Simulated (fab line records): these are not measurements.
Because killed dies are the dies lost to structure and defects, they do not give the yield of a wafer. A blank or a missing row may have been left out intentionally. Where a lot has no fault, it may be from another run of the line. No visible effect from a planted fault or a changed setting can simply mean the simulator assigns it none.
Chamber matching -- flow gf180mcu -- GF_V3_CMP_04 on cmp-01: 4 sister chambers
The step polishes SiO2. 8 wafers are shown with their chamber, then 12 later ones without.

## WAFERS, EACH WITH ITS CHAMBER
wafer,chamber,motorCurrentA (A),timeToEndpointS (s)
L083.5,2,12.2,84
L086.3,0,13.2,80
L087.2,3,11.2,82
L087.4,1,11.6,84
L087.6,2,12.3,87
L089.3,3,10.4,83
L089.4,1,11.1,90
L089.6,0,13.0,84

## WAFERS WITHOUT THEIR CHAMBER
wafer,motorCurrentA (A),timeToEndpointS (s)
L092.1,11.0,71
L092.2,12.9,79
L092.6,10.9,79
L093.4,12.8,73
L093.5,11.4,84
L093.6,12.6,89
L095.2,12.8,79
L095.4,11.2,89
L095.5,12.1,83
L096.2,11.7,82
L096.3,12.3,79
L096.5,10.9,89

## WHICH CHAMBER EACH WENT THROUGH
wafer,from the rows above,in truth
L092.1,can't be placed: 3 or 1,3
L092.2,can't be placed: 0 or 2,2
L092.6,can't be placed: 3 or 1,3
L093.4,can't be placed: 0 or 2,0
L093.5,can't be placed: 1 or 3 or 2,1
L093.6,can't be placed: 2 or 0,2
L095.2,can't be placed: 0 or 2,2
L095.4,can't be placed: 1 or 3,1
L095.5,can't be placed: 2 or 1 or 0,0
L096.2,can't be placed: 2 or 1 or 3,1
L096.3,can't be placed: 2 or 0 or 1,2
L096.5,can't be placed: 1 or 3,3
Correctly placed: 0 of 12. From these rows, 12 cannot be placed; in 12 the true chamber is one of the candidates. Placed wrongly: 0.
How it was worked out, from the rows above alone: a wafer's distance from a chamber is the root of the sum, over the readings, of the square of ((its reading less the chamber's mean) divided by the reading's scatter). The wafer belongs to the nearest chamber; if the next one is less than 2 further off, it can't be placed. The mean given for a chamber averages the wafers shown for that chamber. The scatter: the root of (the sum of the squares of (reading less its chamber's mean) over the shown wafers, divided by (wafers less chambers)).
